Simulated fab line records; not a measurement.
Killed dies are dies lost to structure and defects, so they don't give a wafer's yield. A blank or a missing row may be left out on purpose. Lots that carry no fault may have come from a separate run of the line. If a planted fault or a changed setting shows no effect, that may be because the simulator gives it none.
2 desks, one fault :: flow gf180mcu :: numbers are kept per desk, each desk with only its own; the story behind them comes last

== FROM THE METROLOGY DESK ==
What the gauges read for every lot (on any tool): the sampled wafers with a number, averaged. Any lot whose mean is over 4 standard deviations away from the usual mean is out of limits and marked OUT; that distance is given in the brackets.
Columns: A = V2_OVL at GF_V2_OVL_MEAS_15, usual -4 nm; B = V2_W_RS at GF_V2_RS_MEAS_24, usual 0.323 ohm/sq; C = V2_W_THK at GF_V2_THK_MEAS_25, usual 370 nm
lot: L902
first seen here: day 22 11:20
A: -4
B: 0.317
C: 372

lot: L906
first seen here: day 24 04:18
A: -9
B: 0.326
C: 367

lot: L908
first seen here: day 24 18:04
A: -2
B: 0.333
C: 362

lot: L909
first seen here: day 24 23:50
A: 1
B: 0.324
C: 369

lot: L910
first seen here: day 25 08:05
A: -4
B: 0.322
C: 371

lot: L916
first seen here: day 27 10:43
A: 2
B: 0.322
C: 365

lot: L919
first seen here: day 28 01:51
A: -15
B: 0.326
C: 372
Finding of this desk: none of the 7 lots has anything out of limits.

== FOR THE TOOL OWNER'S DESK: pvd_sputter-03 ==
The tool's own readings at GF_M3_SPUTTER_00 (material Ti, target thk 37.5 nm, time 150 s): means of the sampled wafers that have a number, for each lot that ran on this tool. Any lot whose mean is over 4 standard deviations away from the usual mean is out of limits and marked OUT; that distance is given in the brackets.
Columns: A = cathode_dc_power_W at GF_M3_SPUTTER_00, usual 4000.0 W; B = chamber_pressure_pa at GF_M3_SPUTTER_00, usual 2.000 Pa; C = throttle_valve_pct at GF_M3_SPUTTER_00, usual 29.9 %
lot: L902
first seen here: day 22 12:43
A: 3999.3
B: 2.000
C: 29.2

lot: L919
first seen here: day 28 03:19
A: 4000.1
B: 2.002
C: 29.6
Finding of this desk: none of the 2 lots has anything out of limits.

== PUT TOGETHER ==
Nothing out of limits was seen by the metrology desk.
The tool owner's desk saw nothing out of limits.

== WHAT THE SIMULATOR HAD PUT IN ==
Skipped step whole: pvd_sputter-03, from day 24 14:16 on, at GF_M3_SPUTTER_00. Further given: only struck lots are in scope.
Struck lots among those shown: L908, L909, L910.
